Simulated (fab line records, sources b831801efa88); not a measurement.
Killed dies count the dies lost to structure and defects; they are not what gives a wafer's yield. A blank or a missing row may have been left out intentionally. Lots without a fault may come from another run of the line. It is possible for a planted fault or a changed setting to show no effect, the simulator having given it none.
2 desks, one fault ; flow gf180mcu ; only its own numbers are on each desk; what lay behind them is given at the end

METROLOGY DESK
Lot by lot, what the gauges showed, no matter which tool ran the lot: averages of those sampled wafers that carry a number. Any lot whose mean is over 4 standard deviations away from the usual mean is out of limits and marked OUT; that distance is given in the brackets.
Columns: A = M1_ALCU_RS at GF_M1_RS_MEAS_05, usual 0.0701 ohm/sq
lot;first seen here;A
L214;day 18 00:31;0.0704
L215;day 18 12:49;0.0701
L216;day 18 17:06;0.0697
L217;day 19 06:41;0.0700
L219;day 20 07:13;0.0700
L220;day 20 08:38;0.0690
L221;day 20 15:56;0.0704
L222;day 21 00:32;0.0703
L223;day 21 06:55;0.0700
L224;day 21 13:25;0.0706
L231;day 24 00:50;0.0698
L232;day 24 09:01;0.0693
Result from this desk: across the 12 lots, nothing is out of limits.

DESK OF THE TOOL OWNER: krfScanner-01
The tool's own readings at GF_M1_EXPOSE_11 (exposes mask Metal1, target cd 230 nm): means of the sampled wafers that have a number, for each lot that ran on this tool. Any lot whose mean is over 4 standard deviations away from the usual mean is out of limits and marked OUT; that distance is given in the brackets.
Columns: A = exposureDoseMJCm2 at GF_M1_EXPOSE_11, usual 28.14
lot;first seen here;A
L214;day 18 13:19;28.14
L216;day 19 05:35;28.15
L220;day 20 21:29;28.18
L222;day 21 13:32;28.16
L231;day 24 12:58;27.56 (-18) OUT
L232;day 24 20:58;27.61 (-16) OUT
Finding of this desk: L231, L232 out of limits; the first was L231 at day 24 12:58, on exposureDoseMJCm2 at GF_M1_EXPOSE_11. L214, L216, L220, L222 stayed within limits.

TAKEN TOGETHER
An alarm could have come from the tool owner's desk at day 24 12:58, on L231, L232.
At the metrology desk, nothing out of limits was observed.
The metrology desk has L231, L232 on record, within its limits.
All the named lots went through GF_M1_EXPOSE_11 on krfScanner-01.

WHAT WAS PUT IN BY THE SIMULATOR
Drift in process parameters on krfScanner-01 at GF_M1_EXPOSE_11, starting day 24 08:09. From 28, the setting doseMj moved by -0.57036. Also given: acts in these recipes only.
Shown lots that were struck: L231, L232.
Hours from the fault's start to each desk's first reading out of limits: the tool owner's desk, 5.
